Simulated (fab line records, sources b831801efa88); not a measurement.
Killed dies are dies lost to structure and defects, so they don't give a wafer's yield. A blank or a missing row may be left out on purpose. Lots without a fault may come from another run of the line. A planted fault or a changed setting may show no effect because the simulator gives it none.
fab line records | flow gf180mcu
record lots=5 wafers=15 last_day=34
route steps=602 shown M2@377 V2@382
lots that met no fault: from a run of the same line without faults
start_h: hours from the record's first day to the start of the lot's first wafer shown | wait_h: hours since the lot's step before | " the same as in the row above | L1.1+2: a row that stands for several wafers | - no value, or no start given | * or withheld: withheld | < > ~ a bound
route shown NAME@n: a module of which the file shows steps, and the number in the route of the first | usual: mean/standard deviation of fault-free wafers | same: alike in all rows | chamber/n: place in a boat | sites: the reading at each site | _std_site: their standard deviation | _edge_site: outer sites' mean less inner sites' | radius_mm: how far each site lies from the wafer's centre | mask NAME#n: copy n | behind: the tool/chamber that last shaped the wafer | hold: why the lot was held/for how many hours/how that ended | device: the transistor (n, p or np) that didn't switch | end of line: the same wafers' tests at the end of the route | a step without rows: its recipe alone | killed: dies lost to structure and defects at the first sort, not the wafer's yield | map: a wafer's dies, x killed, . not, _ none there
set.NAME: the setting as run; set.NAME@STEP: as run at that earlier step | model.NAME: the simulator's own value behind a step, which no gauge read
lots at some steps of the route; a table a step, a row a wafer
services: from which hour (start_h, from the record's first day; less than 0 if before it) a tool's chamber was out of use, for how many hours, and why
## steps
# step GF_M2_OVL_MEAS_15
# usual M2_OVL=0/4.9
# columns lot.wafer tool chamber start_h wait_h M2_OVL[nm]
L075.1 overlay-01 - 473.04 0.1 -1
L075.2 " - " " -2
L075.3 " - " " -6
L082.1 overlay-02 - 528.74 0.1 -5
L082.3 " - " " -1
L082.4 " - " " 1
L086.1 overlay-01 - 561.64 0.1 5
L086.3 " - " " -1
L086.5 " - " " -7
L087.2 overlay-01 - 568.28 0.1 3
L087.5 " - " " 5
L087.6 " - " " 0
L093.2 overlay-01 - 605.89 0.1 6
L093.5 " - " " 8
L093.6 " - " " 4
# step GF_M2_METAL_ETCH_16
# recipe chemistry=Cl2/BCl3 mask_material=KrF target_depth_nm=627.5 stop_on=SiO2 pressure_mtorr=8 icp_w=800 bias_w=140 Cl2_flow_sccm=80 bcl3_flow_sccm=40 time_s=104.6
# usual bcl3_flow_sccm=40.01/0.12 chamber_pressure_mTorr=7.999/0.0078 drypump_motor_current_A=6.1/0.54 oes_product_au=0.963/0.0067 throttle_valve_pct=28.259/0.0093
# columns lot.wafer tool chamber start_h wait_h bcl3_flow_sccm chamber_pressure_mTorr drypump_motor_current_A oes_product_au rf_hours_counter_h throttle_valve_pct
L075.1 rie_metal-02 1 473.07 0.0 39.91 8.002 6.4 0.961 9 28.264
L075.2 " 1 " " 40.05 7.995 6.4 0.956 - 28.256
L075.3 " 1 " " 40.11 8.007 6.4 0.949 - 28.276
L082.1 rie_metal-03 1 528.77 0.0 39.77 7.991 6.2 0.970 8 28.277
L082.3 " 1 " " 39.89 7.995 6.2 0.968 - 28.262
L082.4 " 0 " " 40.12 8.004 5.1 0.958 - 28.246
L086.1 rie_metal-02 1 561.67 0.0 39.94 7.993 6.4 0.966 11 28.264
L086.3 " 1 " " 39.83 7.993 6.4 0.961 - 28.263
L086.5 " 1 " " 39.96 8.000 6.5 0.967 - 28.247
L087.2 rie_metal-03 1 568.31 0.0 40.05 7.995 6.2 0.974 9 28.250
L087.5 " 1 " " 39.85 8.006 6.2 0.965 - 28.269
L087.6 " 0 " " 40.02 7.992 5.1 0.970 - 28.255
L093.2 rie_metal-03 0 605.92 0.0 39.94 8.011 5.1 0.969 5 28.249
L093.5 " 1 " " 40.15 7.984 6.2 0.954 - 28.256
L093.6 " 0 " " 40.03 8.008 5.1 0.951 - 28.257
# step GF_M2_STRIP_17
# recipe chemistry=O2/N2 power_w=1400 pressure_mtorr=1500 platen_temp_c=250 o2_flow_sccm=3000 n2_flow_sccm=300 overash_fraction=0.5
# usual chamber_pressure_mTorr=1500.1/1.5 drypump_motor_current_A=5.8/0.51 heater_power_w=329/12 oes_product_au=0.557/0.0048 strip_time_to_endpoint_s=7.86/0.046
# columns lot.wafer tool chamber start_h wait_h chamber_pressure_mTorr drypump_motor_current_A heater_power_w oes_product_au rf_hours_counter_h strip_time_to_endpoint_s
L075.1 plasma_asher-02 1 473.30 0.2 1502.8 5.1 343 0.558 37 7.86
L075.2 " 0 " " 1497.7 5.6 322 0.564 37 7.86
L075.3 " 0 " " 1500.2 5.7 321 0.560 - 7.87
L082.1 plasma_asher-04 0 528.89 0.1 1501.3 6.0 358 0.556 89 7.89
L082.3 " 0 " " 1501.0 6.1 353 0.566 - 7.88
L082.4 " 1 " " 1500.5 6.7 322 0.545 - 7.81
L086.1 plasma_asher-01 1 561.79 0.1 1499.8 5.9 328 0.561 13 7.89
L086.3 " 1 " " 1500.5 5.9 320 0.566 - 7.92
L086.5 " 0 " " 1500.6 5.2 332 0.559 - 7.83
L087.2 plasma_asher-01 0 568.42 0.1 1502.8 5.2 327 0.552 14 7.85
L087.5 " 1 " " 1498.0 5.9 328 0.562 - 7.83
L087.6 " 0 " " 1500.0 5.2 333 0.553 - 7.80
L093.2 plasma_asher-04 0 606.03 0.1 1500.0 6.1 357 0.544 98 7.83
L093.5 " 0 " " 1502.5 6.1 358 0.560 - 7.90
L093.6 " 1 " " 1499.7 6.7 336 0.550 - 7.85
# step GF_M2_STRIP_18
# recipe chemistry=post_etch_residue_remover time_s=1200 temp_c=72.5
# usual temp_c=72.51/0.12
# columns lot.wafer tool chamber start_h wait_h temp_c
L075.1 wet_bench-02 0 473.40 0.1 72.54
L075.2 " 0 " " 72.36
L075.3 " 0 " " 72.54
L082.1 wet_bench-02 0 528.99 0.1 72.30
L082.3 " 0 " " 72.71
L082.4 " 0 " " 72.60
L086.1 wet_bench-04 0 561.89 0.1 72.51
L086.3 " 0 " " 72.61
L086.5 " 0 " " 72.42
L087.2 wet_bench-03 1 568.52 0.1 72.35
L087.5 " 1 " " 72.34
L087.6 " 1 " " 72.39
L093.2 wet_bench-04 3 606.13 0.1 72.62
L093.5 " 3 " " 72.71
L093.6 " 3 " " 72.66
# step GF_M2_CLEAN_19
# recipe chemistry=DIW dry=n2_spin
# columns lot.wafer tool chamber start_h wait_h
L075.1+2+3 wet_bench-03 0 473.74 0.0
L082.1+3+4 wet_bench-02 1 529.33 0.0
L086.1+3+5 wet_bench-03 0 562.33 0.0
L087.2+5+6 wet_bench-04 1 568.86 0.0
L093.2+5+6 wet_bench-02 2 606.48 0.0
# step GF_V2_CVD_00
# recipe material=SiO2 target_thk_nm=600 sigma_open_frac=0.3 temp_c=400 time_s=100 sih4_flow_sccm=60 pressure_mtorr=6
# usual susceptor_temp_C=400.02/0.24
# columns lot.wafer tool chamber start_h wait_h susceptor_temp_C
L075.1 hdpcvd-01 2 473.83 0.0 399.79
L075.2 " 1 " " 399.54
L075.3 " 0 " " 400.06
L082.1 hdpcvd-01 0 529.42 0.0 399.74
L082.3 " 1 " " 399.77
L082.4 " 1 " " 400.02
L086.1 hdpcvd-02 0 562.42 0.0 400.25
L086.3 " 1 " " 399.78
L086.5 " 1 " " 399.66
L087.2 hdpcvd-02 0 568.96 0.0 399.46
L087.5 " 1 " " 400.11
L087.6 " 2 " " 399.63
L093.2 hdpcvd-02 2 606.57 0.0 399.86
L093.5 " 0 " " 400.02
L093.6 " 2 " " 400.05
# step GF_V2_THK_MEAS_01
# recipe reads=SiO2_of_V2_CVD_00
# usual V2_CVD_00_THK=602/6.3
# columns lot.wafer tool chamber start_h wait_h V2_CVD_00_THK[nm]
L075.1 film_metro-03 - 473.90 0.0 596
L075.2 " - " " 597
L075.3 " - " " 601
L082.1 film_metro-01 - 529.49 0.0 600
L082.3 " - " " 595
L082.4 " - " " 593
L086.1 film_metro-01 - 562.49 0.0 612
L086.3 " - " " 614
L086.5 " - " " 605
L087.2 film_metro-01 - 569.05 0.0 606
L087.5 " - " " 605
L087.6 " - " " 602
L093.2 film_metro-03 - 606.65 0.0 596
L093.5 " - " " 598
L093.6 " - " " 588
# step GF_V2_CVD_02
# recipe material=SiO2 target_thk_nm=850 precursor=TEOS temp_c=400 time_s=94.851 rf_w=600
# usual heater_power_outer_w=361/47 heater_power_w=636/83 susceptor_temp_C=400.01/0.24
# columns lot.wafer tool chamber start_h wait_h heater_power_outer_w heater_power_w susceptor_temp_C
L075.1 pecvd-04 0 473.96 0.1 344 582 399.87
L075.2 " 1 " " 290 560 399.93
L075.3 " 2 " " 436 780 399.82
L082.1 pecvd-02 1 529.55 0.1 410 701 399.74
L082.3 " 0 " " 347 550 399.99
L082.4 " 0 " " 273 425 399.87
L086.1 pecvd-03 1 562.55 0.1 358 590 400.28
L086.3 " 2 " " 392 677 399.58
L086.5 " 1 " " 397 619 399.99
L087.2 pecvd-04 1 569.10 0.0 272 541 399.62
L087.5 " 1 " " 306 584 399.50
L087.6 " 0 " " 270 490 399.99
L093.2 pecvd-02 0 606.70 0.0 303 476 399.91
L093.5 " 1 " " 346 582 399.98
L093.6 " 0 " " 326 508 399.92
# step GF_V2_THK_MEAS_03
# recipe reads=SiO2_of_V2_CVD_02
# usual V2_CVD_02_THK=855/11
# columns lot.wafer tool chamber start_h wait_h V2_CVD_02_THK[nm]
L075.1 film_metro-01 - 474.03 0.0 851
L075.2 " - " " 847
L075.3 " - " " 846
L082.1 film_metro-01 - 529.68 0.1 845
L082.3 " - " " 833
L082.4 " - " " 849
L086.1 film_metro-04 - 562.62 0.0 865
L086.3 " - " " 856
L086.5 " - " " 868
L087.2 film_metro-04 - 569.18 0.0 858
L087.5 " - " " 866
L087.6 " - " " 865
L093.2 film_metro-01 - 606.78 0.0 849
L093.5 " - " " 853
L093.6 " - " " 859
# step GF_V2_CMP_04
# recipe material=SiO2 down_force_psi=4 platen_rpm=60 pad_velocity_m_s=0.94248
# usual motor_current_A=12.5/0.65 time_to_endpoint_s=81/7
# columns lot.wafer tool chamber start_h wait_h motor_current_A time_to_endpoint_s
L075.1 cmp-01 2 474.14 0.1 12.0 84
L075.3 " 3 " " 12.7 77
L075.2 " 0 " " 12.6 74
L082.1 cmp-02 3 529.98 0.3 12.6 90
L082.3 " 0 " " 12.6 83
L082.4 " 2 " " 13.2 85
L086.1 cmp-01 0 562.73 0.1 12.4 76
L086.3 " 2 " " 12.2 81
L086.5 " 3 " " 11.8 82
L087.2 cmp-01 0 569.33 0.1 12.8 77
L087.5 " 2 " " 12.0 82
L087.6 " 3 " " 12.6 82
L093.2 cmp-02 2 606.93 0.1 13.2 79
L093.6 " 0 " " 13.5 88
L093.5 " 1 " " 12.1 80
# step GF_V2_BOW_MEAS_05
# recipe mode=bow
# usual V2_BOW=102/7.4
# columns lot.wafer tool chamber start_h wait_h V2_BOW[um]
L075.1 film_metro-01 - 474.39 0.2 112
L075.2 " - " " 101
L075.3 " - " " 98
L082.1 film_metro-01 - 530.28 0.2 100
L082.3 " - " " 93
L082.4 " - " " 91
L086.1 film_metro-01 - 562.98 0.2 111
L086.3 " - " " 105
L086.5 " - " " 109
L087.2 film_metro-03 - 569.55 0.2 102
L087.5 " - " " 117
L087.6 " - " " 108
L093.2 film_metro-03 - 607.15 0.2 100
L093.5 " - " " 89
L093.6 " - " " 101
# step GF_V2_DEHYDRATE_06
# recipe temp_c=200 time_s=60
# usual chill_plate_temp_C=22.99/0.12
# columns lot.wafer tool chamber start_h wait_h chill_plate_temp_C
L075.1 litho_track-01 0 485.70 11.3 22.87
L075.2 " 0 " " 22.84
L075.3 " 0 " " 22.87
L082.1 litho_track-03 0 540.72 10.4 22.87
L082.3 " 0 " " 23.00
L082.4 " 0 " " 22.96
L086.1 litho_track-01 0 572.15 9.2 22.96
L086.3 " 0 " " 23.06
L086.5 " 0 " " 22.97
L087.2 litho_track-03 0 578.34 8.8 23.02
L087.5 " 0 " " 23.03
L087.6 " 0 " " 22.84
L093.2 litho_track-01 0 617.78 10.6 22.93
L093.5 " 0 " " 22.89
L093.6 " 0 " " 22.75
# step GF_V2_HMDS_07
# recipe prime_time_s=60 prime_temp_c=120
# usual chill_plate_temp_C=23.00/0.098
# columns lot.wafer tool chamber start_h wait_h chill_plate_temp_C
L075.1 litho_track-01 0 485.85 0.1 23.01
L075.2 " 0 " " 23.07
L075.3 " 0 " " 23.03
L082.1 litho_track-03 0 540.87 0.1 22.99
L082.3 " 0 " " 22.99
L082.4 " 0 " " 23.07
L086.1 litho_track-01 0 572.30 0.1 23.05
L086.3 " 0 " " 22.87
L086.5 " 0 " " 22.91
L087.2 litho_track-03 0 578.49 0.1 22.83
L087.5 " 0 " " 23.22
L087.6 " 0 " " 22.95
L093.2 litho_track-01 0 617.93 0.1 23.00
L093.5 " 0 " " 22.93
L093.6 " 0 " " 22.88
# step GF_V2_COAT_08
# recipe resist=BARC temp_c=withheld time_s=withheld spin_rpm=withheld resist_thk_nm=withheld
# usual chill_plate_temp_C=*
# columns lot.wafer tool chamber start_h wait_h chill_plate_temp_C
L075.1 litho_track-01 0 486.00 0.1 *
L075.2 " 0 " " *
L075.3 " 0 " " *
L082.1 litho_track-03 0 541.02 0.1 *
L082.3 " 0 " " *
L082.4 " 0 " " *
L086.1 litho_track-01 0 572.45 0.1 *
L086.3 " 0 " " *
L086.5 " 0 " " *
L087.2 litho_track-03 0 578.64 0.1 *
L087.5 " 0 " " *
L087.6 " 0 " " *
L093.2 litho_track-01 0 618.08 0.1 *
L093.5 " 0 " " *
L093.6 " 0 " " *
# step GF_V2_COAT_09
# recipe resist=KrF spin_rpm=withheld resist_thk_nm=1000
# usual chill_plate_temp_C=23.01/0.1
# columns lot.wafer tool chamber start_h wait_h chill_plate_temp_C
L075.1 litho_track-01 0 - - 23.09
L075.2 " 0 " " 23.03
L075.3 " 0 " " 23.09
L082.1 litho_track-03 0 - - 23.13
L082.3 " 0 " " 23.09
L082.4 " 0 " " 22.97
L086.1 litho_track-01 0 - - 22.95
L086.3 " 0 " " 22.97
L086.5 " 0 " " 23.11
L087.2 litho_track-03 0 - - 23.01
L087.5 " 0 " " 22.95
L087.6 " 0 " " 23.01
L093.2 litho_track-01 0 - - 22.99
L093.5 " 0 " " 23.11
L093.6 " 0 " " 23.09
# step GF_V2_SOFTBAKE_10
# recipe temp_c=130.9 time_s=60 resist=KrF
# usual chill_plate_temp_C=23.01/0.11
# columns lot.wafer tool chamber start_h wait_h chill_plate_temp_C
L075.1 litho_track-01 0 - - 22.77
L075.2 " 0 " " 22.86
L075.3 " 0 " " 22.84
L082.1 litho_track-03 0 - - 22.87
L082.3 " 0 " " 22.88
L082.4 " 0 " " 22.99
L086.1 litho_track-01 0 - - 23.05
L086.3 " 0 " " 23.06
L086.5 " 0 " " 23.11
L087.2 litho_track-03 0 - - 22.81
L087.5 " 0 " " 22.74
L087.6 " 0 " " 22.84
L093.2 litho_track-01 0 - - 23.04
L093.5 " 0 " " 23.13
L093.6 " 0 " " 23.03
# step GF_V2_EXPOSE_11
# recipe mask_id=Via2 target_cd_nm=260 na=0.68 source_shape=conventional sigma_outer=0.6 dose_mj=38
# columns lot.wafer tool chamber start_h wait_h mask
L075.1+2+3 krf_scanner-01 0 - - Via2#0
L082.1+3+4 krf_scanner-01 0 - - Via2#0
L086.1+3+5 krf_scanner-02 0 - - Via2#0
L087.2+5+6 krf_scanner-01 0 - - Via2#0
L093.2+5+6 krf_scanner-02 0 - - Via2#0
# step GF_V2_PEB_12
# recipe peb_temp_c=135 peb_time_s=90 resist=KrF
# usual chill_plate_temp_C=22.98/0.1
# columns lot.wafer tool chamber start_h wait_h chill_plate_temp_C
L075.1 litho_track-03 0 - - 22.82
L075.2 " 0 " " 22.94
L075.3 " 0 " " 22.92
L082.1 litho_track-01 0 - - 22.96
L082.3 " 0 " " 22.84
L082.4 " 0 " " 22.92
L086.1 litho_track-03 0 - - 22.97
L086.3 " 0 " " 22.88
L086.5 " 0 " " 22.94
L087.2 litho_track-02 0 - - 23.11
L087.5 " 0 " " 23.08
L087.6 " 0 " " 23.03
L093.2 litho_track-01 0 - - 22.83
L093.5 " 0 " " 22.93
L093.6 " 0 " " 22.89
# step GF_V2_DEVELOP_13
# recipe develop_time_s=60 resist=KrF dev_temp_c=21
# usual chill_plate_temp_C=23.00/0.091
# columns lot.wafer tool chamber start_h wait_h chill_plate_temp_C
L075.1 litho_track-03 0 497.97 0.2 22.98
L075.2 " 0 " " 22.88
L075.3 " 0 " " 22.83
L082.1 litho_track-01 0 553.20 0.2 23.00
L082.3 " 0 " " 23.00
L082.4 " 0 " " 23.08
L086.1 litho_track-03 0 581.56 0.2 22.97
L086.3 " 0 " " 23.15
L086.5 " 0 " " 23.07
L087.2 litho_track-02 0 590.25 0.2 22.99
L087.5 " 0 " " 22.94
L087.6 " 0 " " 22.89
L093.2 litho_track-01 0 627.78 0.2 23.09
L093.5 " 0 " " 23.04
L093.6 " 0 " " 22.93
# step GF_V2_CD_MEAS_14
# recipe target_cd_nm=260
# usual cd_nm=260.3/1.4
# columns lot.wafer tool chamber start_h wait_h cd_nm
L075.1 cd_sem-02 - 498.12 0.1 259.7
L075.2 " - " " 259.6
L075.3 " - " " 260.1
L082.1 cd_sem-01 - 553.35 0.1 260.1
L082.3 " - " " 259.9
L082.4 " - " " 259.4
L086.1 cd_sem-02 - 581.71 0.1 261.1
L086.3 " - " " 260.9
L086.5 " - " " 261.3
L087.2 cd_sem-02 - 590.39 0.1 258.7
L087.5 " - " " 258.7
L087.6 " - " " 259.3
L093.2 cd_sem-02 - 627.92 0.1 262.2
L093.5 " - " " 262.4
L093.6 " - " " 262.4
# step GF_V2_OVL_MEAS_15
# usual V2_OVL=-3/5.6
# columns lot.wafer tool chamber start_h wait_h V2_OVL[nm]
L075.1 overlay-01 - 498.24 0.1 2
L075.2 " - " " 12
L075.3 " - " " 11
L082.1 overlay-01 - 553.47 0.1 -13
L082.3 " - " " -11
L082.4 " - " " -6
L086.1 overlay-01 - 581.83 0.1 -9
L086.3 " - " " -9
L086.5 " - " " -5
L087.2 overlay-02 - 590.50 0.1 0
L087.5 " - " " -2
L087.6 " - " " 0
L093.2 overlay-02 - 628.03 0.1 9
L093.5 " - " " 9
L093.6 " - " " 1
# step GF_V2_ETCH_16
# recipe chemistry=N2/H2 target_depth_a=withheld overetch_a=withheld time_s=withheld target=BARC ion_energy_ev=200 source_w=500 bias_w=100 pressure_mtorr=30 n2_flow_sccm=100 h2_flow_sccm=200
# usual chamber_pressure_mTorr=30.00/0.03 drypump_motor_current_A=5.8/0.43 oes_product_au=0.854/0.0045 throttle_valve_pct=13.226/0.0085
# columns lot.wafer tool chamber start_h wait_h chamber_pressure_mTorr drypump_motor_current_A oes_product_au throttle_valve_pct
L075.1 rie_diel-02 2 498.27 0.0 30.01 5.9 0.856 13.220
L075.2 " 3 " " 29.99 5.3 0.851 13.222
L075.3 " 1 " " 29.98 6.3 0.851 13.216
L082.1 rie_diel-03 2 553.51 0.0 29.96 5.0 0.854 13.219
L082.3 " 3 " " 30.01 6.2 0.849 13.215
L082.4 " 0 " " 30.06 6.1 0.854 13.206
L086.1 rie_diel-02 2 581.87 0.0 29.97 5.9 0.862 13.248
L086.3 " 3 " " 30.09 5.3 0.863 13.220
L086.5 " 2 " " 30.02 5.8 0.853 13.216
L087.2 rie_diel-03 2 590.53 0.0 29.99 5.0 0.856 13.229
L087.5 " 3 " " 30.00 6.2 0.848 13.222
L087.6 " 2 " " 29.96 5.0 0.852 13.226
L093.2 rie_diel-04 2 628.06 0.0 30.01 6.1 0.850 13.226
L093.5 " 1 " " 29.98 5.9 0.856 13.228
L093.6 " 0 " " 30.03 5.2 0.855 13.235
# step GF_V2_ETCH_17
# recipe chemistry=C4F8/O2/Ar mask_material=KrF target=SiO2 stop_on=TiN source_w=1500 bias_w=1200 pressure_mtorr=40 c4f8_flow_sccm=withheld O2_flow_sccm=6 Ar_flow_sccm=300 time_s=withheld target_depth_a=6300
# usual chamber_pressure_mTorr=40.00/0.036 oes_product_au=0.855/0.0047
# columns lot.wafer tool chamber start_h wait_h chamber_pressure_mTorr oes_product_au
L075.1 rie_diel-02 2 - - 40.00 0.859
L075.2 " 3 " " 40.08 0.847
L075.3 " 1 " " 40.06 0.856
L082.1 rie_diel-03 2 - - 39.98 0.854
L082.3 " 3 " " 39.97 0.860
L082.4 " 0 " " 40.01 0.855
L086.1 rie_diel-02 2 - - 39.97 0.853
L086.3 " 3 " " 40.00 0.856
L086.5 " 2 " " 40.08 0.858
L087.2 rie_diel-03 2 - - 39.97 0.844
L087.5 " 3 " " 39.99 0.856
L087.6 " 2 " " 39.97 0.856
L093.2 rie_diel-04 2 - - 40.04 0.845
L093.5 " 1 " " 40.02 0.863
L093.6 " 0 " " 40.01 0.857
# step GF_V2_STRIP_18
# recipe chemistry=O2/N2 power_w=1400 pressure_mtorr=1500 platen_temp_c=250 o2_flow_sccm=3000 n2_flow_sccm=300 overash_fraction=0.5
# usual chamber_pressure_mTorr=1500.0/1.4 drypump_motor_current_A=5.9/0.53 heater_power_w=326/13 oes_product_au=0.592/0.0046
# columns lot.wafer tool chamber start_h wait_h chamber_pressure_mTorr drypump_motor_current_A heater_power_w oes_product_au rf_hours_counter_h
L075.1 plasma_asher-04 1 498.40 - 1501.6 6.7 319 0.590 87
L075.2 " 0 " " 1501.4 6.1 343 0.595 87
L075.3 " 0 " " 1499.0 6.1 348 0.589 -
L082.1 plasma_asher-01 1 553.64 - 1498.0 5.9 323 0.591 12
L082.3 " 0 " " 1500.1 5.2 328 0.588 -
L082.4 " 1 " " 1499.6 5.9 330 0.587 -
L086.1 plasma_asher-03 1 582.00 - 1496.6 5.2 306 0.593 83
L086.3 " 1 " " 1498.2 5.2 320 0.602 -
L086.5 " 1 " " 1498.4 5.2 308 0.595 -
L087.2 plasma_asher-03 1 590.66 - 1496.1 5.2 312 0.592 84
L087.5 " 0 " " 1500.2 6.2 344 0.595 -
L087.6 " 1 " " 1500.3 5.2 316 0.594 -
L093.2 plasma_asher-03 1 628.19 - 1499.1 5.2 322 0.591 88
L093.5 " 1 " " 1499.3 5.2 309 0.591 -
L093.6 " 0 " " 1501.3 6.2 322 0.587 -
# step GF_V2_STRIP_19
# recipe chemistry=post_etch_residue_remover time_s=1200 temp_c=72.5
# usual temp_c=72.48/0.12
# columns lot.wafer tool chamber start_h wait_h temp_c
L075.1 wet_bench-03 2 498.50 0.1 72.55
L075.2 " 2 " " 72.49
L075.3 " 2 " " 72.57
L082.1 wet_bench-04 0 553.74 0.1 72.64
L082.3 " 0 " " 72.42
L082.4 " 0 " " 72.60
L086.1 wet_bench-03 3 582.10 0.1 72.32
L086.3 " 3 " " 72.55
L086.5 " 3 " " 72.45
L087.2 wet_bench-01 2 590.76 0.1 72.61
L087.5 " 2 " " 72.43
L087.6 " 2 " " 72.54
L093.2 wet_bench-03 2 628.29 0.1 72.40
L093.5 " 2 " " 72.38
L093.6 " 2 " " 72.33
# step GF_V2_CLEAN_20
# recipe chemistry=DIW dry=n2_spin
# columns lot.wafer tool chamber start_h wait_h
L075.1+2+3 wet_bench-04 2 498.84 0.0
L082.1+3+4 wet_bench-01 0 554.08 0.0
L086.1+3+5 wet_bench-04 2 582.44 0.0
L087.2+5+6 wet_bench-04 1 591.10 0.0
L093.2+5+6 wet_bench-04 2 628.63 0.0
# step GF_V2_SPUTTER_21
# recipe material=Ti target_thk_nm=15 chamber_pressure_pa=5 power_w=2500 substrate_temp_c=200 time_s=80.02
# usual cathode_dc_power_W=2500.0/0.49 throttle_valve_pct=29.5/1.1
# columns lot.wafer tool chamber start_h wait_h cathode_dc_power_W throttle_valve_pct
L075.1 pvd_sputter-04 - 498.93 0.0 2499.7 27.8
L075.2 " - " " 2500.0 30.1
L075.3 " - " " 2500.3 29.5
L082.1 pvd_sputter-02 - 554.18 0.0 2500.9 30.0
L082.3 " - " " 2500.0 29.5
L082.4 " - " " 2500.4 30.5
L086.1 pvd_sputter-02 - 582.53 0.0 2499.4 30.1
L086.3 " - " " 2499.9 30.2
L086.5 " - " " 2499.8 30.2
L087.2 pvd_sputter-02 - 591.20 0.0 2501.0 29.8
L087.5 " - " " 2500.0 30.0
L087.6 " - " " 2500.8 29.6
L093.2 pvd_sputter-02 - 628.72 0.0 2499.8 30.1
L093.5 " - " " 2501.2 30.0
L093.6 " - " " 2500.7 29.6
# step GF_V2_SPUTTER_22
# recipe material=TiN target_thk_nm=10 chamber_pressure_pa=5 power_w=4000 time_s=40
# usual cathode_dc_power_W=3999.9/0.73 throttle_valve_pct=29.5/1.1
# columns lot.wafer tool chamber start_h wait_h cathode_dc_power_W throttle_valve_pct
L075.1 pvd_sputter-04 - 499.00 0.0 3999.8 27.5
L075.2 " - " " 3998.5 30.1
L075.3 " - " " 4001.0 29.4
L082.1 pvd_sputter-02 - 554.24 0.0 3998.7 30.0
L082.3 " - " " 4000.3 29.6
L082.4 " - " " 3998.4 30.2
L086.1 pvd_sputter-02 - 582.59 0.0 3999.6 30.1
L086.3 " - " " 3999.5 29.8
L086.5 " - " " 4001.4 30.5
L087.2 pvd_sputter-02 - 591.26 0.0 4000.3 30.1
L087.5 " - " " 3999.6 30.0
L087.6 " - " " 3999.2 29.5
L093.2 pvd_sputter-02 - 628.78 0.0 4000.4 29.7
L093.5 " - " " 4000.0 30.0
L093.6 " - " " 3999.4 29.5
# step GF_V2_CVD_23
# recipe material=W target_thk_nm=350 time_s=104.94 temp_c=400 pressure_torr=40
# usual heater_power_outer_w=540/39 heater_power_w=879/23 susceptor_temp_C=400.00/0.22
# columns lot.wafer tool chamber start_h wait_h heater_power_outer_w heater_power_w susceptor_temp_C
L075.1 cvd_w-01 1 499.03 0.0 536 917 399.94
L075.2 " 0 " " 508 873 400.21
L075.3 " 0 " " 506 855 399.92
L082.1 cvd_w-01 1 554.28 0.0 539 877 399.79
L082.3 " 0 " " 498 846 400.15
L082.4 " 1 " " 550 905 399.99
L086.1 cvd_w-02 1 582.63 0.0 510 878 399.73
L086.3 " 1 " " 514 883 400.06
L086.5 " 1 " " 500 868 400.15
L087.2 cvd_w-02 1 591.30 0.0 510 883 400.21
L087.5 " 0 " " 608 895 400.32
L087.6 " 1 " " 509 864 399.88
L093.2 cvd_w-01 0 628.82 0.0 507 861 399.76
L093.5 " 0 " " 509 829 400.04
L093.6 " 1 " " 528 915 400.03
# step GF_V2_RS_MEAS_24
# recipe thk_meas_gauge=four-point-probe reads=W_of_V2_CVD_23+TiN_of_V2_SPUTTER_22+Ti_of_V2_SPUTTER_21
# usual V2_W_RS=0.327/0.0044
# columns lot.wafer tool chamber start_h wait_h V2_W_RS[ohm/sq]
L075.1 film_metro-04 - 499.15 0.1 0.317
L075.2 " - " " 0.325
L075.3 " - " " 0.329
L082.1 film_metro-04 - 554.42 0.1 0.324
L082.3 " - " " 0.329
L082.4 " - " " 0.326
L086.1 film_metro-01 - 582.75 0.1 0.334
L086.3 " - " " 0.334
L086.5 " - " " 0.335
L087.2 film_metro-03 - 591.43 0.1 0.327
L087.5 " - " " 0.325
L087.6 " - " " 0.331
L093.2 film_metro-03 - 628.95 0.1 0.329
L093.5 " - " " 0.326
L093.6 " - " " 0.320
# step GF_V2_THK_MEAS_25
# recipe thk_meas_gauge=xrf reads=W_of_V2_CVD_23
# usual V2_W_THK=360/6.9
# columns lot.wafer tool chamber start_h wait_h V2_W_THK[nm]
L075.1 film_metro-04 - 499.27 0.1 373
L075.2 " - " " 361
L075.3 " - " " 358
L082.1 film_metro-04 - 554.54 0.1 365
L082.3 " - " " 357
L082.4 " - " " 361
L086.1 film_metro-01 - 582.87 0.1 352
L086.3 " - " " 349
L086.5 " - " " 348
L087.2 film_metro-03 - 591.54 0.1 361
L087.5 " - " " 364
L087.6 " - " " 360
L093.2 film_metro-03 - 629.06 0.1 359
L093.5 " - " " 363
L093.6 " - " " 371
# step GF_V2_CMP_26
# recipe stop_on=SiO2 down_force_psi=3.5 platen_rpm=60 t_overpolish_s=15 target_thk_nm=0 pad_velocity_m_s=0.94248
# usual motor_current_A=11.6/0.66 overpolish_run_s=15.000/0.0089 time_to_endpoint_s=84/4.6
# columns lot.wafer tool chamber start_h wait_h motor_current_A overpolish_run_s time_to_endpoint_s
L075.3 cmp-02 2 499.36 0.1 12.7 15.007 85
L075.1 " 0 " " 12.3 15.001 88
L075.2 " 1 " " 10.6 15.014 82
L082.4 cmp-02 1 554.60 0.0 10.4 15.011 86
L082.1 " 2 " " 12.4 15.011 88
L082.3 " 0 " " 12.7 14.998 91
L086.3 cmp-01 2 583.03 0.1 11.8 15.002 83
L086.1 " 3 " " 11.3 15.015 83
L086.5 " 0 " " 11.8 14.992 76
L087.2 cmp-02 3 591.64 0.1 11.8 14.984 86
L087.5 " 2 " " 11.7 14.993 83
L087.6 " 3 " " 11.7 15.010 86
L093.2 cmp-02 2 629.16 0.1 12.9 15.004 82
L093.6 " 1 " " 11.0 15.009 85
L093.5 " 2 " " 12.1 15.000 81
## services
# columns tool chamber start_h hours kind
plasma_asher-04 - 453.79 4.3 pm
krf_scanner-01 - 453.87 4.1 repair
cmp-01 - 461.29 2.0 repair
cmp-02 - 464.00 8.0 pm
cmp-02 - 479.21 4.0 repair
hdpcvd-02 0 480.79 4.3 repair
plasma_asher-01 - 481.89 3.3 repair
cmp-02 - 490.70 4.7 pm
krf_scanner-01 - 497.76 1.3 pm
hdpcvd-02 - 497.90 1.6 repair
cmp-01 - 498.12 2.3 repair
cmp-02 - 498.26 0.8 repair
rie_diel-02 3 499.90 2.4 repair
plasma_asher-04 - 508.60 14.6 pm
rie_diel-02 3 519.65 2.0 repair
cmp-02 - 525.81 0.3 repair
plasma_asher-04 - 526.80 0.8 repair
krf_scanner-01 - 529.29 1.0 pm
rie_diel-03 - 571.36 2.8 pm
cmp-02 - 572.23 4.0 pm
wet_bench-03 - 593.27 3.6 repair
wet_bench-02 - 612.76 29.8 pm
rie_diel-03 1 623.72 5.0 repair
rie_diel-02 0 627.60 7.5 repair
## key
fault none
